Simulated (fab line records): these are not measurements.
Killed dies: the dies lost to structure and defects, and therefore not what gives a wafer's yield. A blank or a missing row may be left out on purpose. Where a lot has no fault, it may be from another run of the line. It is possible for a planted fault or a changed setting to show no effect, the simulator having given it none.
fab line records    flow sky130
[record] lots = 5  wafers = 15  last_day = 50
route steps=708 shown NWELL@77 VT_ADJUST_HVTP@85 VT_ADJUST_LVTN@97 LI_CONTACT@376 PAD_OPEN@708
lots with no fault: from the same line, run without faults
start_h: hours from the record's opening day to when the first of the lot's shown wafers began    wait_h: hours elapsed since this lot's preceding step    " unchanged from the row above    L1.1+2: several wafers, shown together as one row    - no value present, or no start provided    * or withheld: withheld    < > ~ a bound
route shown NAME@n: a module of which the file shows steps, and the number in the route of the first    usual: the fault-free wafers' mean and standard deviation    same: alike in all rows    chamber/n: place in a boat    sites: the reading at each site    _std_site: the values' standard deviation    _edge_site: the outer-site mean with the inner-site mean subtracted    radius_mm: how far each site lies from the wafer's centre    mask NAME#n: copy n    behind: the tool/chamber that last shaped the wafer    hold: why the lot was held/for how many hours/how that ended    device: the n, p or np transistor that did not switch    end of line: the tests these same wafers got at the end of their route    a step with no rows: only its recipe    killed: at the first sort, the dies lost to defects and structure; wafer yield is something else    map: per-die view of a wafer (x killed, . not killed, _ where there is no die)
set.NAME: the setting that was run; set.NAME@STEP: the one run at that earlier step    model.NAME: the simulator's own value behind a step, which no gauge read
certain route steps with their lots: each step a table, each wafer a row
services: the hour from which a tool's chamber was out of use, counted from the record's first day as start_h (under 0 if before that day), plus the number of hours and why
[[steps]]
[step SKY_NWELL_IMPLANT_24]
[recipe] species = B  energy_kev = 140  dose_cm2 = 9.2e+12  tilt_deg = withheld
[step SKY_NWELL_STRIP_25]
[recipe] chemistry = O2/N2  power_w = 1400  pressure_mtorr = 1500  platen_temp_c = withheld  o2_flow_sccm = 3000  n2_flow_sccm = 300  overash_fraction = 0.5
[step SKY_NWELL_CLEAN_27]
[recipe] chemistry = SC1/SC2  mix = 1:4:20  temp_c = 70  time_s = 150  dry = n2_spin
[step SKY_NWELL_RTA_28]
[recipe] temp_c = 1050  time_s = 30  idle_temp_c = 650  ramp_up_c_per_s = 150  ramp_down_c_per_s = 90  ambient = N2
[step SKY_VT_ADJUST_HVTP_DEHYDRATE_00]
[recipe] temp_c = 200  time_s = 60
[step SKY_VT_ADJUST_HVTP_HMDS_01]
[recipe] prime_time_s = 60  prime_temp_c = 120
[step SKY_VT_ADJUST_HVTP_COAT_02]
[recipe] resist = NOVOLAK  spin_rpm = 3000  resist_thk_nm = 1140
[step SKY_VT_ADJUST_HVTP_SOFTBAKE_03]
[recipe] temp_c = 90  time_s = 60  resist = NOVOLAK
[step SKY_VT_ADJUST_HVTP_EXPOSE_04]
[recipe] mask_id = HVTPM  na = 0.6  source_shape = conventional  sigma_outer = 0.6  polarization = unpolarized  target_cd_nm = 380  dose_mj = 142.5
[usual] exposure_dose_mJ_cm2 = 139.94/0.15
lot.wafer  tool              chamber  start_h  wait_h  mask     exposure_dose_mJ_cm2  model.VT_ADJUST_HVTP.overlay_x_nm
L424.2     iline_stepper-02  0        140.48   -       HVTPM#0  140.11                0.09321
L424.3     "                 0        "        "       HVTPM#0  140.00                0.09321
L424.4     "                 0        "        "       HVTPM#0  139.92                0.09321
L429.2     iline_stepper-01  0        168.81   -       HVTPM#0  139.86                0.2442
L429.5     "                 0        "        "       HVTPM#0  140.04                0.2442
L429.6     "                 0        "        "       HVTPM#0  140.13                0.2442
L431.1     iline_stepper-02  0        179.48   -       HVTPM#0  139.81                -114.2
L431.4     "                 0        "        "       HVTPM#0  140.09                -114.2
L431.6     "                 0        "        "       HVTPM#0  140.01                -114.2
L432.2     iline_stepper-02  0        186.06   -       HVTPM#0  139.79                -113.7
L432.3     "                 0        "        "       HVTPM#0  139.79                -113.7
L432.4     "                 0        "        "       HVTPM#0  139.85                -113.7
L438.1     iline_stepper-02  0        245.14   -       HVTPM#0  139.87                -114.9
L438.4     "                 0        "        "       HVTPM#0  139.97                -114.9
L438.5     "                 0        "        "       HVTPM#0  139.95                -114.9
[step SKY_VT_ADJUST_HVTP_PEB_05]
[recipe] temp_c = withheld  time_s = *  resist = NOVOLAK
[step SKY_VT_ADJUST_HVTP_DEVELOP_06]
[recipe] resist = NOVOLAK  developer = TMAH  develop_time_s = 60  dev_temp_c = 23
[step SKY_VT_ADJUST_HVTP_OVL_MEAS_08]
[usual] VT_ADJUST_HVTP_OVL = 0.0/1.3
lot.wafer  tool        chamber  start_h  wait_h  VT_ADJUST_HVTP_OVL[nm]
L424.2     overlay-02  -        149.49   0.1     -1.4
L424.3     "           -        "        "       -0.1
L424.4     "           -        "        "       0.7
L429.2     overlay-02  -        178.77   0.1     -0.6
L429.5     "           -        "        "       1.5
L429.6     "           -        "        "       0.4
L431.1     overlay-02  -        190.09   0.1     -116.0
L431.4     "           -        "        "       -114.9
L431.6     "           -        "        "       -115.9
L432.2     overlay-02  -        196.57   0.1     -114.1
L432.3     "           -        "        "       -114.1
L432.4     "           -        "        "       -114.8
L438.1     overlay-02  -        256.15   0.1     -114.8
L438.4     "           -        "        "       -115.1
L438.5     "           -        "        "       -116.6
[step SKY_VT_ADJUST_HVTP_IMPLANT_09]
[recipe] species = As  energy_kev = 150  dose_cm2 = 4.3e+12  tilt_deg = withheld
[step SKY_VT_ADJUST_HVTP_STRIP_10]
[recipe] chemistry = O2/N2  power_w = 1400  pressure_mtorr = 1500  platen_temp_c = withheld  o2_flow_sccm = 3000  n2_flow_sccm = 300  overash_fraction = 0.5
[step SKY_VT_ADJUST_LVTN_DEHYDRATE_00]
[recipe] temp_c = 200  time_s = 60
[step SKY_VT_ADJUST_LVTN_HMDS_01]
[recipe] prime_time_s = 60  prime_temp_c = 120
[step SKY_VT_ADJUST_LVTN_COAT_02]
[recipe] spin_rpm = 2000  resist_thk_nm = 3000
[step SKY_VT_ADJUST_LVTN_SOFTBAKE_03]
[recipe] temp_c = 110  time_s = withheld
[step SKY_VT_ADJUST_LVTN_EXPOSE_04]
[recipe] mask_id = NWM_COMPLEMENT_LESS_NATIVE  na = 0.6  source_shape = conventional  sigma_outer = 0.6  polarization = unpolarized  target_cd_nm = 840  dose_mj = 194
[step SKY_VT_ADJUST_LVTN_PEB_05]
[recipe] temp_c = 115  time_s = withheld
[step SKY_VT_ADJUST_LVTN_DEVELOP_06]
[recipe] wall_angle_deg = 90  developer = TMAH  develop_time_s = 60  dev_temp_c = 23
[step SKY_VT_ADJUST_LVTN_IMPLANT_08]
[recipe] species = B  energy_kev = 30  dose_cm2 = 1.604e+12  tilt_deg = withheld
[step SKY_VT_ADJUST_LVTN_STRIP_09]
[recipe] chemistry = O2/N2  power_w = 1400  pressure_mtorr = 1500  platen_temp_c = withheld  o2_flow_sccm = 3000  n2_flow_sccm = 300  overash_fraction = 0.5
[step SKY_VT_ADJUST_LVTN_DEHYDRATE_11]
[recipe] temp_c = 200  time_s = 60
[step SKY_VT_ADJUST_LVTN_HMDS_12]
[recipe] prime_time_s = 60  prime_temp_c = 120
[step SKY_VT_ADJUST_LVTN_COAT_13]
[recipe] resist = NOVOLAK  spin_rpm = 3000  resist_thk_nm = 1140
[step SKY_VT_ADJUST_LVTN_SOFTBAKE_14]
[recipe] temp_c = 90  time_s = 60  resist = NOVOLAK
[step SKY_VT_ADJUST_LVTN_EXPOSE_15]
[recipe] mask_id = HVN_STD_DERIVED  na = 0.6  source_shape = conventional  sigma_outer = 0.6  polarization = unpolarized  target_cd_nm = 600  dose_mj = 163
[step SKY_VT_ADJUST_LVTN_PEB_16]
[recipe] temp_c = withheld  time_s = *  resist = NOVOLAK
[step SKY_VT_ADJUST_LVTN_DEVELOP_17]
[recipe] resist = NOVOLAK  developer = TMAH  develop_time_s = 60  dev_temp_c = 23
[step SKY_VT_ADJUST_LVTN_IMPLANT_19]
[recipe] species = B  energy_kev = 30  dose_cm2 = 6.5e+11  tilt_deg = withheld
[step SKY_VT_ADJUST_LVTN_STRIP_20]
[recipe] chemistry = O2/N2  power_w = 1400  pressure_mtorr = 1500  platen_temp_c = withheld  o2_flow_sccm = 3000  n2_flow_sccm = 300  overash_fraction = 0.5
[step SKY_LI_CONTACT_ETCH_14]
[recipe] chemistry = N2/H2  target = BARC  ion_energy_ev = 200  source_w = 500  bias_w = 100  pressure_mtorr = 30  n2_flow_sccm = 100  h2_flow_sccm = 200  stop_on = SiO2  time_s = 45.9  target_depth_a = 600
[usual] drypump_motor_current_A = 5.7/0.33  oes_product_au = 0.855/0.005  throttle_valve_pct = 13.225/0.0091
[same] time_s = 45.9
lot.wafer  tool         chamber  start_h  wait_h  drypump_motor_current_A  oes_product_au  rf_hours_counter_h  throttle_valve_pct  model.LI_CONTACT.cd_nm
L424.2     rie_diel-04  0        705.37   0.0     6.2                      0.854           14                  13.226              170.2
L424.3     "            1        "        "       5.5                      0.855           3                   13.240              171
L424.4     "            3        "        "       5.5                      0.850           14                  13.229              169.9
L429.2     rie_diel-04  3        753.59   0.0     5.4                      0.843           15                  13.224              168.8
L429.5     "            1        "        "       5.5                      0.854           -                   13.237              171.2
L429.6     "            0        "        "       6.2                      0.861           -                   13.228              170.6
L431.1     rie_diel-04  0        763.84   0.0     6.2                      0.853           16                  13.224              171.2
L431.4     "            3        "        "       5.5                      0.855           15                  13.230              170.4
L431.6     "            2        "        "       5.5                      0.858           -                   13.210              170.2
L432.2     rie_diel-02  1        776.09   0.0     5.7                      0.852           11                  13.235              179.1
L432.3     "            3        "        "       6.1                      0.860           19                  13.216              180
L432.4     "            2        "        "       5.7                      0.854           21                  13.229              177.6
L438.1     rie_diel-04  3        842.92   0.0     5.5                      0.856           17                  13.217              167.6
L438.4     "            2        "        "       5.5                      0.862           5                   13.225              167.5
L438.5     "            2        "        "       5.5                      0.857           -                   13.209              168.7
[step SKY_LI_CONTACT_ETCH_15]
[recipe] target = PSG  chemistry = C4F8/O2/Ar  stop_on = Si  taper_deg = 4.15  mask_material = KrF-thick  source_w = 1500  bias_w = 1200  pressure_mtorr = 40  c4f8_flow_sccm = withheld  O2_flow_sccm = 6  Ar_flow_sccm = 300  time_s = withheld  target_depth_a = 6000
[usual] oes_product_au = 0.836/0.0043
lot.wafer  tool         chamber  start_h  wait_h  oes_product_au  model.LI_CONTACT.cd_nm
L424.2     rie_diel-04  0        705.41   0.0     0.839           169.7
L424.3     "            1        "        "       0.841           170.7
L424.4     "            3        "        "       0.834           169.7
L429.2     rie_diel-04  3        753.63   0.0     0.841           168.5
L429.5     "            1        "        "       0.836           171
L429.6     "            0        "        "       0.830           170.7
L431.1     rie_diel-04  0        763.88   0.0     0.839           170.8
L431.4     "            3        "        "       0.831           169.9
L431.6     "            2        "        "       0.837           169.6
L432.2     rie_diel-02  1        776.13   0.0     0.830           178.9
L432.3     "            3        "        "       0.836           180.1
L432.4     "            2        "        "       0.838           177.8
L438.1     rie_diel-04  3        842.97   0.0     0.841           167.5
L438.4     "            2        "        "       0.834           167.3
L438.5     "            2        "        "       0.834           168.6
[step SKY_PAD_OPEN_PROBE_99]
[usual] killed_at_M0_to_M3 = 43/6.9  killed_at_M4_up = 3.1/1.9  killed_at_contacts = 24/5.4  killed_at_front_end = 14/4.3  killed_at_other = 0.3/0.53  killed_dies = 84/9.5  killed_open = 46/6.8  killed_short = 38/6
[same] gross_dies = 492  killed_at_back_side = 0
lot.wafer  tool       chamber  start_h  wait_h  killed_at_M0_to_M3  killed_at_M4_up  killed_at_contacts  killed_at_front_end  killed_at_other  killed_dies  killed_open  killed_short  model.etest.sram_pfet_latch.drive_ua_um  model.etest.pfet_01v8_hvt.drive_ua_um  model.etest.licon_pdiff.rc_ohm  model.etest.licon_high_po.rc_ohm  model.etest.licon_ndiff.rc_ohm  model.etest.licon_poly.rc_ohm  model.etest.sram_pfet_latch.off_log10_a_um  model.etest.pfet_01v8_hvt.off_log10_a_um
L424.2     prober-01  -        1099.35  0.1     46                  4                31                  18                   0                99           50           48            142.5                                    140.2                                  572.9                           338.6                             172.9                           145                            -12.77                                      -13.16
L424.3     prober-01  -        1099.40  0.2     35                  0                21                  15                   1                72           43           29            136.7                                    143.7                                  566                             354.1                             179.2                           151.2                          -12.9                                       -13.12
L424.4     prober-01  -        1099.45  0.2     46                  2                19                  11                   0                78           50           28            139.5                                    141.3                                  588.8                           354.4                             174.6                           151.4                          -13.18                                      -13.23
L429.2     prober-01  -        1132.06  0.1     40                  4                23                  19                   1                87           49           37            139.8                                    145.8                                  594                             346.7                             184.4                           155.6                          -12.93                                      -13.06
L429.5     prober-01  -        1132.21  0.2     40                  4                20                  14                   0                78           38           39            145.2                                    146.1                                  586.9                           365.7                             178.2                           154.4                          -12.9                                       -13.12
L429.6     prober-01  -        1132.26  0.2     39                  3                26                  13                   0                81           45           36            146.1                                    144.7                                  568.6                           347.7                             179.7                           152.1                          -12.86                                      -13.1
L431.1     prober-01  -        1140.81  0.1     41                  2                26                  18                   0                87           53           34            164.1                                    157.6                                  578.9                           341.4                             171.8                           151.4                          -11.69                                      -12.29
L431.4     prober-01  -        1140.96  0.2     49                  1                17                  15                   0                82           44           38            174.9                                    154.3                                  576.8                           347.1                             184.7                           151.6                          -11.11                                      -12.5
L431.6     prober-01  -        1141.06  0.2     47                  3                24                  13                   0                87           44           43            173.2                                    155.2                                  585.9                           364                               180.2                           151.7                          -11.25                                      -12.45
L432.2     prober-02  -        1143.81  0.1     44                  11               22                  11                   0                88           46           41            179.2                                    161.9                                  549.8                           330.9                             166.9                           139.7                          -10.82                                      -12.21
L432.3     prober-02  -        1143.86  0.2     45                  2                25                  15                   0                87           51           34            165.9                                    153.2                                  572.2                           319                               163.8                           138.2                          -11.43                                      -12.3
L432.4     prober-02  -        1143.91  0.2     44                  2                19                  18                   0                83           46           36            166.5                                    160                                    553.7                           340.1                             172.4                           144.2                          -11.28                                      -12.22
L438.1     prober-02  -        1193.74  0.1     44                  2                19                  8                    0                73           40           32            166.7                                    158.8                                  582.8                           351                               194.6                           160.3                          -11.28                                      -12.26
L438.4     prober-02  -        1193.89  0.2     37                  5                19                  11                   0                72           39           32            169.1                                    157.1                                  601.4                           361                               186.8                           157.1                          -11.29                                      -12.37
L438.5     prober-02  -        1193.94  0.2     40                  2                16                  20                   0                78           39           38            162.3                                    152.1                                  585.5                           348.8                             185.7                           158.8                          -11.2                                       -12.39
// killed by level:class
L424.2 VIA1:geometric_particle:open=12 LI_CONTACT:geometric_particle:open=8 LOCAL_INTERCONNECT:geometric_particle:short=7 CONTACT:geometric_particle:short=7 CONTACT:geometric_particle:open=7 METAL2:geometric_particle:short=7 METAL1:geometric_particle:short=5 VIA3:geometric_particle:open=5
L424.3 VIA1:geometric_particle:open=9 LI_CONTACT:geometric_particle:open=7 CONTACT:geometric_particle:open=7 VIA3:geometric_particle:open=6 LOCAL_INTERCONNECT:geometric_particle:short=5 METAL2:geometric_particle:short=5 POLY_GATE:geometric_particle:open=4 POLY_GATE:geometric_particle:short=3
L424.4 VIA1:geometric_particle:open=11 VIA2:geometric_particle:open=11 CONTACT:geometric_particle:open=7 METAL1:geometric_particle:short=7 LI_CONTACT:geometric_particle:open=6 VIA3:geometric_particle:open=5 FIELD_ISO:geometric_particle:short=3 FIELD_ISO:geometric_particle:open=3
L429.2 VIA1:geometric_particle:open=12 LI_CONTACT:geometric_particle:open=9 POLY_GATE:geometric_particle:short=7 VIA1:geometric_particle:short=7 VIA3:geometric_particle:open=6 CONTACT:geometric_particle:open=5 VIA2:geometric_particle:open=5 FIELD_ISO:geometric_particle:open=4
L429.5 VIA3:geometric_particle:open=10 CONTACT:geometric_particle:short=7 VIA1:geometric_particle:open=7 METAL2:geometric_particle:short=5 LI_CONTACT:geometric_particle:open=5 METAL1:geometric_particle:short=5 VIA2:geometric_particle:open=5 FIELD_ISO:geometric_particle:short=4
L429.6 VIA1:geometric_particle:open=11 LI_CONTACT:geometric_particle:open=9 CONTACT:geometric_particle:open=7 VIA3:geometric_particle:open=6 LOCAL_INTERCONNECT:geometric_particle:short=5 METAL1:geometric_particle:short=5 FIELD_ISO:geometric_particle:short=4 POLY_GATE:geometric_particle:open=4
L431.1 VIA1:geometric_particle:open=17 CONTACT:geometric_particle:open=13 FIELD_ISO:geometric_particle:short=5 LI_CONTACT:geometric_particle:open=5 VIA1:geometric_particle:short=5 VIA3:geometric_particle:open=5 FIELD_ISO:geometric_particle:open=4 LOCAL_INTERCONNECT:geometric_particle:short=4
L431.4 VIA1:geometric_particle:open=15 METAL2:geometric_particle:short=8 CONTACT:geometric_particle:open=7 CONTACT:geometric_particle:short=5 VIA2:geometric_particle:open=5 VIA2:geometric_particle:short=5 VIA3:geometric_particle:open=4 VIA3:geometric_particle:short=4
L431.6 VIA1:geometric_particle:open=12 LI_CONTACT:geometric_particle:open=11 METAL1:geometric_particle:short=8 VIA2:geometric_particle:open=7 POLY_GATE:geometric_particle:short=5 VIA2:geometric_particle:short=5 CONTACT:geometric_particle:short=4 VIA1:geometric_particle:short=4
L432.2 VIA1:geometric_particle:open=13 METAL4:geometric_particle:short=8 CONTACT:geometric_particle:open=7 METAL2:geometric_particle:short=7 VIA2:geometric_particle:open=6 LI_CONTACT:geometric_particle:open=5 VIA3:geometric_particle:open=4 METAL3:geometric_particle:short=4
L432.3 VIA1:geometric_particle:open=14 CONTACT:geometric_particle:open=13 CONTACT:geometric_particle:short=7 VIA1:geometric_particle:short=7 VIA3:geometric_particle:open=6 METAL2:geometric_particle:short=6 VIA2:geometric_particle:open=5 POLY_GATE:geometric_particle:open=4
L432.4 VIA1:geometric_particle:open=14 CONTACT:geometric_particle:open=10 FIELD_ISO:geometric_particle:short=5 VIA1:geometric_particle:short=5 METAL2:geometric_particle:short=5 VIA3:geometric_particle:open=5 FIELD_ISO:geometric_particle:open=4 LI_CONTACT:geometric_particle:open=4
L438.1 VIA1:geometric_particle:open=9 CONTACT:geometric_particle:open=7 VIA2:geometric_particle:open=6 METAL3:geometric_particle:short=5 LI_CONTACT:geometric_particle:open=5 METAL1:geometric_particle:short=4 VIA2:geometric_particle:short=4 CONTACT:geometric_particle:short=3
L438.4 CONTACT:geometric_particle:open=6 VIA1:geometric_particle:open=6 VIA3:geometric_particle:open=6 METAL2:geometric_particle:short=5 LI_CONTACT:geometric_particle:open=5 POLY_GATE:geometric_particle:open=4 METAL1:geometric_particle:short=4 VIA1:geometric_particle:short=4
L438.5 VIA1:geometric_particle:open=8 CONTACT:geometric_particle:open=6 METAL1:geometric_particle:short=6 VIA3:geometric_particle:short=6 FIELD_ISO:geometric_particle:open=5 FIELD_ISO:geometric_particle:short=4 LI_CONTACT:geometric_particle:open=4 VIA2:geometric_particle:short=4
[[services]]
tool              chamber  start_h  hours  kind
rie_diel-04       0        119.15   14.3   repair
rie_diel-04       2        125.97   5.7    repair
rie_diel-02       3        146.37   32.4   repair
rie_diel-04       3        171.24   3.9    repair
iline_stepper-02  -        192.00   8.9    pm
iline_stepper-02  -        200.89   1.7    pm
rie_diel-04       -        249.18   15.6   pm
rie_diel-04       -        270.81   37.8   repair
rie_diel-04       2        273.96   5.7    repair
rie_diel-04       0        274.08   5.6    repair
rie_diel-04       1        284.66   15.2   repair
rie_diel-04       1        310.73   2.6    repair
iline_stepper-02  -        374.04   4.4    pm
iline_stepper-02  -        411.31   1.7    pm
iline_stepper-02  -        433.66   2.1    pm
rie_diel-04       -        458.20   2.6    repair
rie_diel-04       1        460.96   2.5    repair
iline_stepper-02  -        488.31   13.1   repair
rie_diel-04       -        590.31   0.6    repair
iline_stepper-02  -        629.53   1.7    pm
rie_diel-04       1        631.02   8.9    repair
iline_stepper-02  -        646.66   1.0    repair
iline_stepper-02  -        647.17   6.1    repair
rie_diel-04       3        821.35   2.6    repair
[[key]]
[first_sign] step = SKY_VT_ADJUST_HVTP_OVL_MEAS_08  reading = VT_ADJUST_HVTP_OVL  direction = down  sigmas = 90  usual = 0.0  struck = -115.1
effect none on later readings
[model_effect] step = SKY_VT_ADJUST_HVTP_EXPOSE_04  value = VT_ADJUST_HVTP.overlay_x_nm  without = -0.5916  struck = -114.3
[model_effect] step = SKY_LI_CONTACT_ETCH_14  value = LI_CONTACT.cd_nm  without = 170.2  struck = 172.5
[model_effect] step = SKY_LI_CONTACT_ETCH_15  value = LI_CONTACT.cd_nm  without = 170.1  struck = 172.3
[model_effect] step = SKY_PAD_OPEN_PROBE_99  value = etest.sram_pfet_latch.drive_ua_um  without = 140.9  struck = 169.1
met_at SKY_VT_ADJUST_HVTP_EXPOSE_04
struck_wafers L431.1,L431.4,L431.6,L432.2,L432.3,L432.4,L438.1,L438.4,L438.5
tester_left_out L431,L432,L438
[loop_trim] step = SKY_LI_CONTACT_EXPOSE_09  setting = dose  lots = L432
onset_between 140.48 179.48
also_fits time
[fault] kind = scanner_matching_overlay  tool = iline_stepper-02  chamber = -  onset_h = 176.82  steps = SKY_VT_ADJUST_HVTP_EXPOSE_04  offset = -113.67
// tester_left_out: of these lots the tester's yield and bins aren't shown, on N5 and GAA mostly nor the transistor test; their killed dies are dies lost to structure and defects alone, not to doping, threshold or leakage, so they don't give the yield
// loop_trim: a control loop set the setting to another value than it would have without faults
